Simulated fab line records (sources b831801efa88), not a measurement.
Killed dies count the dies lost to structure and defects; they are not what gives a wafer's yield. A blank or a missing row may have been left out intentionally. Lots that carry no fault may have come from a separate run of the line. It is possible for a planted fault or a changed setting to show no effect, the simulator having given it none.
Which tool is to blame? | flow gf180mcu | 72 wafers from 24 lots sampled at 6 of the route's 602 steps

== WHAT EACH GAUGE READ, for each wafer ==
GF_V3_THK_MEAS_03. Usual: V3_CVD_02_THK gives 848 nm (standard deviation 11).
lot  | measured     | on           | V3_CVD_02_THK (nm) | flag
L074 | day 21 14:50 | filmMetro-02 | 839 844 838        | 
L075 | day 21 17:53 | filmMetro-01 | 848 857 861        | 
L076 | day 22 04:22 | filmMetro-03 | 854 866 870        | 
L077 | day 22 11:32 | filmMetro-03 | 847 855 856        | 
L078 | day 22 19:07 | filmMetro-02 | 838 851 856        | 
L079 | day 23 05:11 | filmMetro-02 | 845 840 849        | 
L080 | day 23 14:53 | filmMetro-03 | 842 849 848        | 
L081 | day 24 03:06 | filmMetro-03 | 845 837 850        | 
L082 | day 24 10:44 | filmMetro-01 | 841 837 856        | 
L083 | day 24 19:24 | filmMetro-02 | 836 831 843        | 
L084 | day 25 04:08 | filmMetro-03 | 835 836 863        | 
L085 | day 25 06:56 | filmMetro-02 | 868 862 864        | 
L086 | day 25 23:04 | filmMetro-02 | 859 866 866        | 
L087 | day 26 00:02 | filmMetro-01 | 836 843 843        | 
L088 | day 26 23:18 | filmMetro-01 | 843 848 861        | 
L090 | day 27 07:19 | filmMetro-01 | 837 855 869        | 
L089 | day 27 09:02 | filmMetro-02 | 828 840 843        | 
L091 | day 27 09:29 | filmMetro-03 | 828 849 838        | 
L092 | day 27 12:32 | filmMetro-01 | 852 860 854        | 
L093 | day 27 18:35 | filmMetro-01 | 832 855 850        | 
L094 | day 28 10:22 | filmMetro-03 | 842 848 863        | 
L095 | day 28 16:58 | filmMetro-03 | 831 830 848        | 
L096 | day 29 00:05 | filmMetro-01 | 849 834 857        | 
L097 | day 29 08:42 | filmMetro-01 | 857 841 868        | 

GF_MIM_THK_MEAS_11: measures by xrf. Usual: MIM_ALCU_THK gives 198.2 nm (standard deviation 1.9).
lot  | measured     | on           | MIM_ALCU_THK (nm) | flag
L074 | day 24 17:37 | filmMetro-03 | 196.8 197.7 198.1 | 
L075 | day 24 20:45 | filmMetro-03 | 198.5 199.1 198.8 | 
L076 | day 25 05:31 | filmMetro-04 | 198.2 197.5 195.9 | 
L077 | day 25 10:28 | filmMetro-03 | 197.0 196.4 195.6 | 
L078 | day 25 22:12 | filmMetro-04 | 199.2 196.9 197.7 | 
L079 | day 26 05:32 | filmMetro-01 | 203.2 199.4 203.8 | 
L080 | day 26 14:18 | filmMetro-03 | 201.1 198.9 199.6 | 
L081 | day 27 00:45 | filmMetro-03 | 195.7 195.5 193.6 | 
L082 | day 27 06:31 | filmMetro-04 | 197.4 199.2 197.5 | 
L083 | day 27 15:04 | filmMetro-04 | 199.1 194.6 199.0 | 
L084 | day 27 23:44 | filmMetro-04 | 201.3 201.5 200.2 | 
L085 | day 28 03:23 | filmMetro-01 | 196.7 199.1 199.0 | 
L086 | day 28 16:47 | filmMetro-01 | 194.9 196.2 196.8 | 
L087 | day 28 17:09 | filmMetro-04 | 199.6 197.3 197.0 | 
L088 | day 29 16:20 | filmMetro-01 | 196.1 197.1 195.9 | 
L090 | day 29 22:29 | filmMetro-01 | 200.4 200.2 200.6 | 
L089 | day 30 00:16 | filmMetro-01 | 199.6 198.8 201.0 | 
L091 | day 30 01:45 | filmMetro-04 | 200.0 200.1 199.4 | 
L092 | day 30 03:53 | filmMetro-03 | 199.3 198.0 199.4 | 
L093 | day 30 08:37 | filmMetro-04 | 196.7 197.1 198.9 | 
L094 | day 31 00:15 | filmMetro-03 | 198.5 198.2 196.7 | 
L095 | day 31 06:26 | filmMetro-04 | 195.2 194.2 196.4 | 
L096 | day 31 12:41 | filmMetro-01 | 198.7 196.3 196.2 | 
L097 | day 31 20:56 | filmMetro-04 | 199.4 199.2 198.0 | 

GF_M5_OVL_MEAS_08. Usual: M5_OVL gives 1 nm (standard deviation 5.4).
lot  | measured     | on         | M5_OVL (nm) | flag
L074 | day 26 13:02 | overlay-02 | 9 6 6       | 
L075 | day 26 15:02 | overlay-02 | 6 -3 5      | 
L076 | day 26 23:10 | overlay-01 | 10 4 -3     | 
L077 | day 27 04:44 | overlay-01 | -2 -9 4     | 
L078 | day 27 15:43 | overlay-01 | 9 1 7       | 
L079 | day 27 22:33 | overlay-01 | -4 0 -1     | 
L080 | day 28 06:16 | overlay-01 | 4 0 7       | 
L081 | day 28 16:10 | overlay-01 | 1 -1 4      | 
L082 | day 28 21:07 | overlay-02 | 2 8 6       | 
L083 | day 29 05:29 | overlay-01 | -4 18 3     | 
L084 | day 29 14:13 | overlay-01 | 11 10 8     | 
L085 | day 29 17:14 | overlay-01 | 6 4 4       | 
L086 | day 30 07:01 | overlay-02 | 5 -1 7      | 
L087 | day 30 07:50 | overlay-01 | -2 3 6      | 
L088 | day 31 05:31 | overlay-01 | -4 -8 -1    | 
L090 | day 31 10:30 | overlay-01 | -6 -6 -12   | 
L089 | day 31 12:38 | overlay-01 | -7 -2 -5    | 
L091 | day 31 13:38 | overlay-01 | -10 -4 -1   | 
L092 | day 31 15:29 | overlay-01 | -4 -1 2     | 
L093 | day 31 19:54 | overlay-01 | 11 2 -1     | 
L094 | day 32 11:10 | overlay-02 | 1 2 -4      | 
L095 | day 32 16:40 | overlay-01 | -3 -3 -7    | 
L096 | day 32 22:23 | overlay-01 | 3 -3 0      | 
L097 | day 33 05:36 | overlay-02 | 10 2 5      | 

GF_PASSIVATION_BOW_MEAS_14. Usual: PASSIVATION_BOW gives 139 um (standard deviation 9.5).
lot  | measured     | on           | PASSIVATION_BOW (um) | flag
L074 | day 29 06:00 | filmMetro-04 | 125 136 131          | 
L075 | day 29 08:17 | filmMetro-01 | 144 137 140          | 
L076 | day 29 16:37 | filmMetro-01 | 131 127 143          | 
L077 | day 29 19:56 | filmMetro-04 | 127 139 134          | 
L078 | day 30 07:07 | filmMetro-01 | 154 140 143          | 
L079 | day 30 12:47 | filmMetro-04 | 134 136 133          | 
L080 | day 30 21:01 | filmMetro-01 | 142 123 130          | 
L081 | day 31 06:37 | filmMetro-04 | 131 128 129          | 
L082 | day 31 11:07 | filmMetro-02 | 128 131 119          | 
L083 | day 31 18:12 | filmMetro-04 | 141 132 134          | 
L084 | day 32 01:04 | filmMetro-01 | 152 148 152          | 
L085 | day 32 05:07 | filmMetro-01 | 138 145 136          | 
L086 | day 32 17:37 | filmMetro-01 | 149 155 153          | 
L087 | day 32 18:07 | filmMetro-04 | 142 142 146          | 
L088 | day 33 13:01 | filmMetro-01 | 143 133 144          | 
L090 | day 33 18:22 | filmMetro-01 | 144 146 133          | 
L089 | day 33 20:36 | filmMetro-04 | 143 150 149          | 
L091 | day 33 21:11 | filmMetro-02 | 125 123 134          | 
L092 | day 33 22:35 | filmMetro-04 | 153 160 143          | 
L093 | day 34 03:14 | filmMetro-04 | 127 123 129          | 
L094 | day 34 15:49 | filmMetro-04 | 139 138 142          | 
L095 | day 34 21:19 | filmMetro-04 | 157 148 160          | 
L096 | day 35 02:41 | filmMetro-02 | 139 149 142          | 
L097 | day 35 09:37 | filmMetro-02 | 141 126 146          | 

== WHAT TOOL EACH LOT RAN ON (gives the tool, then ch and the chambers of the sampled wafers, and finally the start) ==
lot  | GF_V1_ETCH_16                     | GF_V1_CMP_26
L074 | rieDiel-03 ch 0,3, day 18 07:21   | cmp-02 ch 0,2,3, day 18 08:31
L075 | rieDiel-02 ch 1,2, day 18 10:30   | cmp-01 ch 0,1,3, day 18 11:40
L076 | rieDiel-03 ch 2,3, day 18 21:16   | cmp-02 ch 1,2, day 18 22:22
L077 | rieDiel-01 ch 0,1, day 19 05:15   | cmp-02 ch 0,1,2, day 19 06:19
L078 | rieDiel-03 ch 0,3, day 19 13:19   | cmp-01 ch 0,1,3, day 19 14:27
L079 | rieDiel-03 ch 0,3, day 19 23:40   | cmp-01 ch 0,2, day 20 00:47
L080 | rieDiel-01 ch 0,1,2, day 20 09:52 | cmp-02 ch 1,2,3, day 20 10:56
L081 | rieDiel-01 ch 2,3, day 20 22:45   | cmp-01 ch 0,1,3, day 20 23:49
L082 | rieDiel-03 ch 2,3, day 21 06:40   | cmp-01 ch 1,2,3, day 21 07:53
L083 | rieDiel-01 ch 0,1,3, day 21 15:55 | cmp-01 ch 0,1,2, day 21 17:05
L084 | rieDiel-01 ch 0,1,3, day 22 01:40 | cmp-01 ch 0,1,3, day 22 02:46
L085 | rieDiel-03 ch 1,2, day 22 05:46   | cmp-01 ch 1,2,3, day 22 06:55
L086 | rieDiel-02 ch 0,3, day 22 19:33   | cmp-01 ch 0,1,3, day 22 20:43
L087 | rieDiel-03 ch 2,3, day 22 21:24   | cmp-02 ch 1,3, day 22 22:28
L088 | rieDiel-03 ch 0,1,3, day 24 00:18 | cmp-01 ch 1,2,3, day 24 01:34
L090 | rieDiel-01 ch 0,3, day 24 10:57   | cmp-01 ch 1,2,3, day 24 12:07
L089 | rieDiel-02 ch 0,1,2, day 24 11:40 | cmp-01 ch 1,2,3, day 24 12:48
L091 | rieDiel-02 ch 2,3, day 24 13:27   | cmp-01 ch 1,2,3, day 24 14:37
L092 | rieDiel-02 ch 0,3, day 24 16:22   | cmp-02 ch 0,2,3, day 24 17:34
L093 | rieDiel-01 ch 0,2,3, day 24 20:27 | cmp-02 ch 2,3, day 24 23:57
L094 | rieDiel-03 ch 0,2,3, day 25 16:15 | cmp-02 ch 0,2, day 25 17:19
L095 | rieDiel-01 ch 0,2,3, day 25 22:13 | cmp-01 ch 0,2,3, day 25 23:29
L096 | rieDiel-02 ch 0,2,3, day 26 07:12 | cmp-01 ch 2,3, day 26 08:16
L097 | rieDiel-02 ch 1,2,3, day 26 15:30 | cmp-02 ch 1,2, day 26 16:34
- GF_V1_ETCH_16: etches BARC in N2/H2.
- GF_V1_CMP_26: polishes, stops on SiO2, t overpolish 15 s, target thk 0 nm.

== AS READ BY THE TOOLS THEMSELVES (means over the sampled wafers that have a number; for cases with no such wafer, the mark the record gives instead) ==
GF_V1_ETCH_16. Usual: drypumpMotorCurrentA 5.7 A, standard deviation 0.55; oesProductAu 0.854 a.u., standard deviation 0.005; throttleValvePct 13.224 %, standard deviation 0.0095.
lot  | tool       | drypumpMotorCurrentA (A) | oesProductAu (a.u.) | throttleValvePct (%) | flag
L074 | rieDiel-03 | 5.5                      | 0.851               | 13.218               | 
L075 | rieDiel-02 | 5.5                      | 0.854               | 13.220               | 
L076 | rieDiel-03 | 5.5                      | 0.854               | 13.227               | 
L077 | rieDiel-01 | 5.3                      | 0.856               | 13.221               | 
L078 | rieDiel-03 | 5.5                      | 0.857               | 13.233               | 
L079 | rieDiel-03 | 5.3                      | 0.854               | 13.225               | 
L080 | rieDiel-01 | 5.7                      | 0.856               | 13.219               | 
L081 | rieDiel-01 | 6.4                      | 0.853               | 13.219               | 
L082 | rieDiel-03 | 6.0                      | 0.851               | 13.228               | 
L083 | rieDiel-01 | 5.7                      | 0.856               | 13.219               | 
L084 | rieDiel-01 | 5.7                      | 0.854               | 13.226               | 
L085 | rieDiel-03 | 6.2                      | 0.851               | 13.218               | 
L086 | rieDiel-02 | 5.5                      | 0.854               | 13.221               | 
L087 | rieDiel-03 | 6.0                      | 0.855               | 13.220               | 
L088 | rieDiel-03 | 5.5                      | 0.849               | 13.230               | 
L090 | rieDiel-01 | 6.0                      | 0.852               | 13.220               | 
L089 | rieDiel-02 | 5.6                      | 0.853               | 13.222               | 
L091 | rieDiel-02 | 5.0                      | 0.853               | 13.227               | 
L092 | rieDiel-02 | 5.5                      | 0.851               | 13.219               | 
L093 | rieDiel-01 | 6.0                      | 0.857               | 13.227               | 
L094 | rieDiel-03 | 5.7                      | 0.858               | 13.221               | 
L095 | rieDiel-01 | 6.0                      | 0.855               | 13.221               | 
L096 | rieDiel-02 | 5.3                      | 0.854               | 13.224               | 
L097 | rieDiel-02 | 5.2                      | 0.854               | 13.228               | 

GF_V1_CMP_26. Usual: motorCurrentA 11.0 A, standard deviation 1.1; overpolishRunS 15.001 s, standard deviation 0.01; timeToEndpointS 86 s, standard deviation 3.
lot  | tool   | motorCurrentA (A) | overpolishRunS (s) | timeToEndpointS (s) | flag
L074 | cmp-02 | 10.5              | 15.004             | 84                  | 
L075 | cmp-01 | 11.9              | 15.005             | 87                  | 
L076 | cmp-02 | 10.3              | 15.004             | 86                  | 
L077 | cmp-02 | 10.3              | 14.988             | 82                  | 
L078 | cmp-01 | 11.7              | 15.007             | 85                  | 
L079 | cmp-01 | 11.4              | 15.002             | 86                  | 
L080 | cmp-02 | 10.8              | 15.009             | 85                  | 
L081 | cmp-01 | 11.5              | 15.004             | 84                  | 
L082 | cmp-01 | 10.7              | 15.001             | 88                  | 
L083 | cmp-01 | 10.7              | 15.007             | 90                  | 
L084 | cmp-01 | 11.6              | 14.990             | 89                  | 
L085 | cmp-01 | 10.5              | 15.002             | 88                  | 
L086 | cmp-01 | 11.8              | 15.004             | 83                  | 
L087 | cmp-02 | 11.6              | 14.998             | 81                  | 
L088 | cmp-01 | 10.9              | 14.998             | 91                  | 
L090 | cmp-01 | 11.1              | 14.989             | 86                  | 
L089 | cmp-01 | 10.7              | 15.000             | 89                  | 
L091 | cmp-01 | 10.4              | 14.993             | 90                  | 
L092 | cmp-02 | 10.9              | 15.001             | 86                  | 
L093 | cmp-02 | 11.0              | 15.007             | 85                  | 
L094 | cmp-02 | 10.6              | 15.007             | 82                  | 
L095 | cmp-01 | 11.5              | 15.004             | 85                  | 
L096 | cmp-01 | 10.8              | 14.998             | 85                  | 
L097 | cmp-02 | 11.2              | 14.989             | 85                  | 

== THE ANSWER, worked out from the rows above alone ==
Rule: take the mean of a lot's wafers that have a number; if it is more than 3 standard deviations from the usual mean, the lot is off. A lot without any number at a reading at which 4 lots or more have one is off too. Any other lot the step has rows for is counted as sound. After the gauges, taken in route order, come the tools' own readings; for these a lot's mean is taken, as printed above. The first step at which some lot is off is used, and at that step the reading that is off furthest; a lot without a number counts as furthest.
Nothing can be told from this: no lot is off at any reading shown.

== WHAT HAD BEEN PUT IN BY THE SIMULATOR ==
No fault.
